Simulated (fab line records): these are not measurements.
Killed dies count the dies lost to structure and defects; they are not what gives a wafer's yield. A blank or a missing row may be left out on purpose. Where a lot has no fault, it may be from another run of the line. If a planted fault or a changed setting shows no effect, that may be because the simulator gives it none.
The tool behind it: which one? + flow sky130 + 33 wafers from 11 lots sampled at 3 of the route's 708 steps

== WHAT THE GAUGES READ, wafer by wafer ==
SKY_SONOS_ONO_THK_MEAS_05. Usual: SONOS_ONO_CVD_04_THK typically reads 5.67 nm, with standard deviation 0.12.
| lot  | measured     | on           | SONOS_ONO_CVD_04_THK (nm) | flag |
|------|--------------|--------------|---------------------------|------|
| L645 | day 11 02:49 | filmMetro-03 | 5.69 5.78 5.69            |      |
| L646 | day 12 02:41 | filmMetro-04 | 5.83 5.86 5.86            |      |
| L647 | day 12 03:56 | filmMetro-01 | 5.70 5.63 5.69            |      |
| L651 | day 14 00:43 | filmMetro-04 | 5.80 5.81 5.76            |      |
| L654 | day 14 17:04 | filmMetro-01 | 5.68 5.66 5.67            |      |
| L656 | day 15 01:52 | filmMetro-04 | 8.01 8.16 8.19            | OFF  |
| L655 | day 15 03:07 | filmMetro-01 | 8.01 7.94 7.86            | OFF  |
| L657 | day 15 12:02 | filmMetro-01 | 8.18 8.12 8.06            | OFF  |
| L666 | day 19 06:14 | filmMetro-03 | 5.56 5.70 5.49            |      |
| L668 | day 19 12:38 | filmMetro-03 | 5.78 5.81 5.85            |      |
| L667 | day 19 14:30 | filmMetro-04 | 5.69 5.68 5.65            |      |

== WHICH TOOL RAN EACH LOT (tool, then ch and the chambers of the sampled wafers, then the start) ==
| lot  | SKY_NWELL_STRIP_14                  | SKY_SONOS_ONO_CVD_04        |
|------|-------------------------------------|-----------------------------|
| L645 | plasmaAsher-03 ch 0,1, day 4 08:21  | lpcvd-03 ch 1, day 11 01:34 |
| L646 | plasmaAsher-02 ch 0,1, day 4 20:04  | lpcvd-03 ch 1, day 12 01:26 |
| L647 | plasmaAsher-04 ch 0,1, day 5 01:31  | lpcvd-03 ch 0, day 12 02:41 |
| L651 | plasmaAsher-02 ch 0,1, day 6 09:03  | lpcvd-03 ch 0, day 13 23:28 |
| L654 | plasmaAsher-03 ch 0,1, day 6 21:15  | lpcvd-03 ch 1, day 14 15:47 |
| L656 | plasmaAsher-04 ch 0,1, day 7 05:13  | lpcvd-03 ch 0, day 15 00:37 |
| L655 | plasmaAsher-03 ch 0,1, day 7 06:15  | lpcvd-03 ch 0, day 15 01:52 |
| L657 | plasmaAsher-04 ch 0,1, day 7 12:28  | lpcvd-03 ch 0, day 15 10:47 |
| L666 | plasmaAsher-02 ch 0,1, day 10 04:49 | lpcvd-03 ch 0, day 19 04:22 |
| L668 | plasmaAsher-02 ch 0, day 10 08:34   | lpcvd-03 ch 0, day 19 10:45 |
| L667 | plasmaAsher-02 ch 0,1, day 10 09:43 | lpcvd-03 ch 0, day 19 12:38 |
- SKY_NWELL_STRIP_14: strips in O2/N2.
- SKY_SONOS_ONO_CVD_04: deposits SiO2 from SiH4/N2O, target thk 5.7199 nm.

== WHAT THE TOOLS THEMSELVES READ (means of the sampled wafers that have a number; where no wafer has one, the mark that the record gives instead) ==
SKY_NWELL_STRIP_14. Usual: drypumpMotorCurrentA 5.6 A, standard deviation 0.36; oesProductAu 0.722 a.u., standard deviation 0.0046; stripTimeToEndpointS 36.91 s, standard deviation 0.093.
| lot  | tool           | drypumpMotorCurrentA (A) | oesProductAu (a.u.) | stripTimeToEndpointS (s) | flag |
|------|----------------|--------------------------|---------------------|--------------------------|------|
| L645 | plasmaAsher-03 | 5.6                      | 0.725               | 36.97                    |      |
| L646 | plasmaAsher-02 | 5.2                      | 0.720               | 37.03                    |      |
| L647 | plasmaAsher-04 | 6.1                      | 0.723               | 36.98                    |      |
| L651 | plasmaAsher-02 | 5.2                      | 0.723               | 36.92                    |      |
| L654 | plasmaAsher-03 | 5.6                      | 0.722               | 36.70                    |      |
| L656 | plasmaAsher-04 | 6.0                      | 0.718               | 36.96                    |      |
| L655 | plasmaAsher-03 | 5.7                      | 0.724               | 36.92                    |      |
| L657 | plasmaAsher-04 | 6.0                      | 0.725               | 37.04                    |      |
| L666 | plasmaAsher-02 | 5.2                      | 0.721               | 36.87                    |      |
| L668 | plasmaAsher-02 | 5.0                      | 0.726               | 36.85                    |      |
| L667 | plasmaAsher-02 | 5.4                      | 0.724               | 36.85                    |      |

SKY_SONOS_ONO_CVD_04. Usual: 29.3 % for zonePowerBottomPct, sd 0.83.
| lot  | tool     | zonePowerBottomPct (%) | flag |
|------|----------|------------------------|------|
| L645 | lpcvd-03 | 28.3                   |      |
| L646 | lpcvd-03 | 28.3                   |      |
| L647 | lpcvd-03 | 29.9                   |      |
| L651 | lpcvd-03 | 29.9                   |      |
| L654 | lpcvd-03 | 28.2                   |      |
| L656 | lpcvd-03 | 29.7                   |      |
| L655 | lpcvd-03 | 29.6                   |      |
| L657 | lpcvd-03 | 29.6                   |      |
| L666 | lpcvd-03 | 29.8                   |      |
| L668 | lpcvd-03 | 30.0                   |      |
| L667 | lpcvd-03 | 30.2                   |      |

== THE ANSWER, worked out from the rows above alone ==
Rule: a lot counts as off when the mean over its wafers that have a number is more than 3 standard deviations away from the usual mean. A lot without any number at a reading at which 4 lots or more have one is off too. Any other lot the step has rows for is counted as sound. The gauges are gone through in route order, then the tools' own readings, and for those a lot's mean is taken as printed above. The first step at which some lot is off is used, and at that step the reading that is off furthest; a lot without a number counts as furthest.
Off: L656, L655, L657, seen at SKY_SONOS_ONO_THK_MEAS_05 (SONOS_ONO_CVD_04_THK).
If a tool, at a process step before that reading, ran all the lots that are off and no sound lot after the first of them, it fits. Gauges at SKY_SONOS_ONO_THK_MEAS_05: tried the same way as those tools. No candidate that was tried fits.

== WHAT HAD BEEN PUT IN BY THE SIMULATOR ==
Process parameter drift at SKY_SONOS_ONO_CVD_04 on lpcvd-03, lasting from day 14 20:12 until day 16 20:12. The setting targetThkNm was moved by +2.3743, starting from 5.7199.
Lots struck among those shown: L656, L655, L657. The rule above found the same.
